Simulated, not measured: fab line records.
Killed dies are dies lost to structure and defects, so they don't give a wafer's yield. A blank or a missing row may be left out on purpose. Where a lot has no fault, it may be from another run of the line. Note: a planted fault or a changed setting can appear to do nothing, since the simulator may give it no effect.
A lot that was struck, set against a sound lot | flow sky130 | 16 out of 708 route steps
Sound: the wafers L442.2, L442.3, L442.6. Wafers L438.3, L438.5, L438.6 were the ones struck. The cause is named last.
Each step with rows lists, per side, the tool, then ch with its chambers, then its first start. Under that, the readings that differ: sound wafers | struck wafers | difference of the means | sigmas: that difference in standard deviations of wafers without a fault.
alike: same words and numbers on both sides, and readings whose means sit less than 2 such deviations apart. not compared: any withheld reading, any reading some wafer has no value for, any bound like >300 that may hide the same value, and any number with overlapping values for which the record gives no deviation.
The two part at a step that has a row with sigmas, a row that says differs or no value, or rows on one side only. Numbers that have no deviation but don't overlap get no sigmas and don't part them. A reading missing from all wafers of one side parts the sides only when that side holds two or more wafers.

SKY_VIA3_CMP_02: polishes SiO2.
  sound on cmp-01 ch 1,3, day 43 04:15; struck on cmp-02 ch 0,2,3, day 42 08:48
  alike: motor-current-A
SKY_VIA3_BOW_MEAS_03:
  sound on film-metro-01 at day 43 04:34; struck on film-metro-04 at day 42 08:59
  alike: VIA3_BOW
then, 8 steps without rows for these wafers: SKY_VIA3_DEHYDRATE_04 (time 60 s); SKY_VIA3_HMDS_05 (prime time 60 s); SKY_VIA3_COAT_06 (resist thk 60 nm); SKY_VIA3_COAT_07 (resist thk 450 nm); SKY_VIA3_SOFTBAKE_08 (time 90 s); SKY_VIA3_EXPOSE_09 (exposes mask VIM3, target cd 200 nm); SKY_VIA3_PEB_10; SKY_VIA3_DEVELOP_11 (develop time 60 s).
SKY_VIA3_CD_MEAS_12: target cd 200 nm.
  sound on cd-sem-02 at day 44 04:05; struck on cd-sem-01 at day 43 08:43
  alike: cd-nm
SKY_VIA3_OVL_MEAS_13:
  sound on overlay-02 at day 44 04:11; struck on overlay-02 at day 43 08:48
  alike: VIA3_OVL
SKY_VIA3_ETCH_14: etches BARC in N2/H2, stops on SiO2, time 45.9 s, target depth 60 nm.
  sound on rie-diel-03 ch 1,2,3, day 44 04:13; struck on rie-diel-03 ch 0,1, day 43 08:49
  no value came back on the struck wafers for any of 6 readings (bias-w (W), chamber-pressure-mTorr (mTorr) and others); on the sound wafers bias-w (W) reads 99.85 100.31 100.31
  reading                                     | sound             | struck            | difference | sigmas
  model.KrF-thick_of_VIA3_COAT_07.thk-nm (nm) | 392.7 392.1 393.1 | 436.2 434.3 435.5 | +42.7      |
  not compared: rf-hours-counter-h
SKY_VIA3_ETCH_15: etches SiO2 in C4F8/O2/Ar, stops on TiN, target depth 507 nm, time 78 s.
  sound on rie-diel-03 ch 1,2,3, day 44 04:16; struck on rie-diel-03 ch 0,1, day 43 08:52
  reading                                     | sound             | struck            | difference | sigmas
  oes-product-au (a.u.)                       | 0.941 0.951 0.941 | 0.372 0.377 0.380 | -0.568     | -99 or more
  model.KrF-thick_of_VIA3_COAT_07.thk-nm (nm) | 290.9 290.5 290.4 | 332.2 331.1 333   | +41.5      |
  alike: bias-w, chamber-pressure-mTorr
  not compared: rf-hours-counter-h
SKY_VIA3_STRIP_16: strips in O2/N2.
  sound on plasma-asher-01 ch 1, day 44 04:19; struck on plasma-asher-04 ch 0,1, day 43 08:58
  reading                      | sound             | struck            | difference | sigmas
  oes-product-au (a.u.)        | 0.395 0.400 0.398 | 0.418 0.421 0.424 | +0.023     | +5
  strip-time-to-endpoint-s (s) | 4.130 4.112 4.119 | 4.547 4.549 4.556 | +0.430     | +17
  alike: drypump-motor-current-A
  not compared: rf-hours-counter-h
then, 1 step without rows for these wafers: SKY_VIA3_STRIP_17 (strips in post etch residue remover, time 1200 s).

== WHERE THEY PART ==
At SKY_VIA3_ETCH_14 first; at SKY_VIA3_STRIP_16 last (within this record only).

WHY: whatever the simulator had introduced
At SKY_VIA3_ETCH_14, the step was skipped entirely on rie-diel-03 from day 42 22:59 on. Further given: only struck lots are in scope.
